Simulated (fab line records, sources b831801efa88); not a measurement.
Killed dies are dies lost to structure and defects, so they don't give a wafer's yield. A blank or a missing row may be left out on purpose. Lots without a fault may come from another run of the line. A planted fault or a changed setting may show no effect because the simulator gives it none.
Which tool did it? | flow gf180mcu | 13 lots, 39 wafers sampled, at 2 steps of a route of 602

WHAT THE GAUGES READ, wafer by wafer
GF_V2_OVL_MEAS_15.
lot  | measured     | on         | V2_OVL (nm)
L343 | day 20 09:16 | overlay-01 | -5 -9 -7
L345 | day 21 01:49 | overlay-02 | -8 -12 -3
L346 | day 21 14:58 | overlay-02 | 0 2 1
L348 | day 22 00:59 | overlay-02 | 1 -2 0
L349 | day 22 11:19 | overlay-01 | -8 -4 -11
L351 | day 23 04:46 | overlay-01 | -9 -6 -3
L352 | day 23 13:29 | overlay-01 | -3 -4 0
L360 | day 26 23:42 | overlay-01 | -9 -12 -8
L361 | day 27 00:40 | overlay-02 | 1 0 -5
L362 | day 27 07:45 | overlay-01 | 2 -1 -2
L364 | day 27 16:57 | overlay-02 | -3 1 -6
L366 | day 28 01:51 | overlay-01 | -12 -13 -10
L365 | day 28 03:30 | overlay-02 | 4 6 -1

GF_V3_OVL_MEAS_15.
lot  | measured     | on         | V3_OVL (nm)
L343 | day 22 10:48 | overlay-01 | 2 -1 -6
L345 | day 23 03:10 | overlay-02 | -1 -7 -1
L346 | day 23 15:48 | overlay-01 | 1 -13 -6
L348 | day 24 01:05 | overlay-02 | 0 -4 4
L349 | day 24 12:37 | overlay-02 | 0 0 5
L351 | day 25 03:51 | overlay-01 | 3 -4 6
L352 | day 25 12:59 | overlay-01 | -7 -6 -8
L360 | day 28 17:58 | overlay-02 | -1 -5 -3
L361 | day 28 19:40 | overlay-01 | -3 0 0
L362 | day 29 01:54 | overlay-02 | -15 -11 -7
L364 | day 29 09:04 | overlay-02 | 0 -1 -3
L366 | day 29 18:36 | overlay-01 | -3 0 -4
L365 | day 29 20:33 | overlay-01 | -8 -5 -3

WHICH TOOL RAN EACH LOT (tool, then ch and the chambers of the sampled wafers, then the start)
The record holds no process step before these readings.

WHAT THE TOOLS THEMSELVES READ (means of the sampled wafers that have a number; where no wafer has one, the mark that the record gives instead)
The record holds no such reading with a usual standard deviation.

THE ANSWER, worked out from the rows above alone
Rule: what is usual is taken from the lots themselves. Put in order of their means at a reading, lots are off if they are a third of the lots or fewer, leave a main group of 4 or more, and stand apart from it by a gap of 3 or more times the standard deviation of the main group's means; of several such gaps the widest counts. A main group whose means are all the same, to the digits that the tables above print for the reading, isn't used. A lot without any number at a reading at which 4 lots or more have one is off too. The other lots that the step has rows for count as sound. The gauges are gone through in route order, then the tools' own readings, and for those a lot's mean is taken as printed above. The first step at which some lot is off is used, and at that step the reading that is off furthest; a lot without a number counts as furthest.
No lot is off at any reading shown: from this, nothing can be told.

WHAT THE SIMULATOR HAD PUT IN
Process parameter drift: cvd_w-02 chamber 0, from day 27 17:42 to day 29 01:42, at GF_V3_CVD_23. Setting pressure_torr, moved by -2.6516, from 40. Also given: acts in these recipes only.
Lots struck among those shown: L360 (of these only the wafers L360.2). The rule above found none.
